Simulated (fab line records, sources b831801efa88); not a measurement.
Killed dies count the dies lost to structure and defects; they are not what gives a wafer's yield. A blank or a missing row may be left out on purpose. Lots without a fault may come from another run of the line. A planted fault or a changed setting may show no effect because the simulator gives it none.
Matching of chambers | flow sky130 | 4 sister chambers for SKY_VIA4_CMP_02 on cmp-01
The step polishes SiO2. 4 wafers are shown with their chamber, then 8 later ones without.

## WAFERS, EACH WITH ITS CHAMBER
wafer  | chamber | motor-current-A (A)
L605.4 | 1       | 12.7
L607.2 | 0       | 12.4
L607.3 | 2       | 13.2
L608.1 | 3       | 13.0

## WAFERS MISSING THEIR CHAMBER
wafer  | motor-current-A (A)
L608.5 | 13.4
L608.6 | 12.7
L609.2 | 13.9
L609.3 | 13.3
L609.5 | 13.4
L612.2 | 11.9
L612.4 | 13.5
L612.5 | 12.0

## CHAMBER TAKEN BY EACH
wafer  | from the rows above               | in truth
L608.5 | can't be placed: 2 or 3 or 1      | 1
L608.6 | can't be placed: 1 or 0 or 3 or 2 | 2
L609.2 | can't be placed: 2 or 3 or 1      | 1
L609.3 | can't be placed: 2 or 3 or 1      | 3
L609.5 | can't be placed: 2 or 3 or 1      | 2
L612.2 | can't be placed: 0 or 1 or 3      | 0
L612.4 | can't be placed: 2 or 3 or 1      | 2
L612.5 | can't be placed: 0 or 1 or 3      | 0
0 of 8 placed correctly. Unplaceable from these rows: 8, with the true chamber sitting among the candidates in 8. Placed wrongly: 0.
How it was worked out, from the rows above alone: a wafer's distance from a chamber is the root of the sum, over the readings, of the square of ((its reading less the chamber's mean) divided by the reading's scatter). If the next closest chamber is less than 2 further off than the closest, the wafer can't be placed; otherwise it belongs to the closest. A chamber's mean is the mean of its shown wafers. The scatter (one wafer shown for each chamber): square how far every hidden wafer sits from the nearest shown wafer, average those squares and take the square root.
